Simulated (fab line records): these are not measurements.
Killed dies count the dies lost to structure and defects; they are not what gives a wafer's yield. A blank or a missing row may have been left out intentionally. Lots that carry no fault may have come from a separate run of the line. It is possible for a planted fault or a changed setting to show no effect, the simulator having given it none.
Struck lot and sound lot, side by side :: flow sky130 :: 16 steps out of a route of 708
Sound: wafers L865.2, L865.5, L865.6. Struck: wafers L869.2, L869.3, L869.4. The cause is given at the end.
For every step that has rows: the tool of each side, followed by ch and its chambers, followed by its first start. Under that, the readings that differ: sound wafers :: struck wafers :: difference of the means :: sigmas: that difference in standard deviations of wafers without a fault.
alike: words and numbers the same on both sides, and readings whose means are apart by under 2 such deviations; not compared: readings that were withheld, readings missing a value for some wafer, numbers with overlapping values and no deviation given by the record, and bounds like >300 which may hide the same value.
A row with sigmas, a row that says differs or no value, or rows on one side alone: a step with any of these is where the two part. Numbers that have no deviation but don't overlap get no sigmas and don't part them. A reading missing from all wafers of one side parts the sides only when that side holds two or more wafers.

first, 2 steps without rows for these wafers: SKY_METAL4_PEB_11; SKY_METAL4_DEVELOP_12 (develop time 60 s).
SKY_METAL4_CD_MEAS_13: the cd target is 300 nm.
  sound on cdSem-01, day 42 15:24; struck on cdSem-01, day 43 20:49
  alike: cdNm
SKY_METAL4_OVL_MEAS_14:
  sound on overlay-02, day 42 15:31; struck on overlay-02, day 43 20:55
  alike: METAL4_OVL
then, 1 step without rows for these wafers: SKY_METAL4_DESCUM_15 (chemistry O2, time 8 s).
SKY_METAL4_ETCH_16: etches BARC in N2/H2, stops on SiO2, time 88.2 s, target depth 60 nm.
  sound on rieMetal-01 ch 0,1, day 42 15:34; struck on rieMetal-04 ch 0,1, day 43 20:59
  alike: drypumpMotorCurrentA, h2FlowSccm, heBacksideLeakSccm, oesProductAu, throttleValvePct
  not compared: rfHoursCounterH
SKY_METAL4_ETCH_17: etches SiO2 in C4F8/O2/Ar, stops on TiN, time 3.9 s, target depth 15 nm.
  sound on rieDiel-01 ch 0,1,2, day 42 15:40; struck on rieDiel-04 ch 0,1,3, day 43 21:05
  alike: oesProductAu
  not compared: rfHoursCounterH
SKY_METAL4_METAL_ETCH_18: etches the open film in Cl2/BCl3, stops on SiO2, target depth 845 nm, time 183.1 s.
  sound on rieMetal-04 ch 0,1, day 42 15:41; struck on rieMetal-01 ch 0,1, day 43 21:06
  alike: drypumpMotorCurrentA, heBacksideLeakSccm, oesProductAu, throttleValvePct
  not compared: rfHoursCounterH
SKY_METAL4_STRIP_19: strips in O2/N2.
  sound on plasmaAsher-04 ch 0,1, day 42 15:52; struck on plasmaAsher-04 ch 0,1, day 43 21:17
  alike: drypumpMotorCurrentA, oesProductAu, stripTimeToEndpointS
  not compared: rfHoursCounterH
then, 3 steps without rows for these wafers: SKY_METAL4_STRIP_20 (strips in post etch residue remover, time 1200 s); SKY_METAL4_CLEAN_21 (cleans in IPA, time 180 s); SKY_METAL4_CLEAN_22 (cleans in O3/DIW).
SKY_VIA4_HDPCVD_00: deposits SiO2, target thk 1750 nm, time 291.7 s.
  sound on hdpcvd-01 ch 1,2, day 42 16:30; struck on hdpcvd-01 ch 0,1,2, day 43 21:52
reading: runLengthS (s)
sound: 320.3 320.1 320.3
struck: 295.4 295.6 294.8
difference: -25.0
sigmas: -50

reading: model.SiO2_of_VIA4_HDPCVD_00.thkNm (nm)
sound: 1774 1772 1780
struck: 1594 1572 1599
difference: -187
sigmas: 
  alike: pressureMtorr
SKY_VIA4_THK_MEAS_01:
  sound on filmMetro-01, day 42 16:41; struck on filmMetro-02, day 43 22:04
reading: VIA4_HDPCVD_THK (nm)
sound: 1773 1772 1780
struck: 1594 1571 1598
difference: -187
sigmas: -12
SKY_VIA4_CMP_02: polishes SiO2.
  sound on cmp-01 ch 0,2,3, day 42 17:22; struck on cmp-01 ch 0,1,2, day 43 22:07
  alike: motorCurrentA
-- the record jumps here: 4 days lie between the struck wafers' starts before and after (it left off in module VIA4 and takes up again in module PAD_OPEN, whose first step shown is number 708 of the route) --
SKY_PAD_OPEN_PROBE_99:
  sound on prober-01, day 46 15:11; struck on prober-01, day 47 16:21
  alike: defectLimitedYield, killed_at_M0_to_M3, killed_at_M4_up, killedAtContacts, killedAtFrontEnd, killedAtOther, killedDies, killedOnRim, killedOpen, killedShort, sort_bin_3_pad_short, sort_bin_5_function, sort_bin_6_memory, sortNPass, sortYieldPct

WHERE THEY PART
At SKY_VIA4_HDPCVD_00 first; at SKY_VIA4_THK_MEAS_01 last (within this record only). Later steps at which nothing parts them and some readings are alike: SKY_VIA4_CMP_02, SKY_PAD_OPEN_PROBE_99.

WHY: whatever the simulator had introduced
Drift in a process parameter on hdpcvd-01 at SKY_VIA4_HDPCVD_00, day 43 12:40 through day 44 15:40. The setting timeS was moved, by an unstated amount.
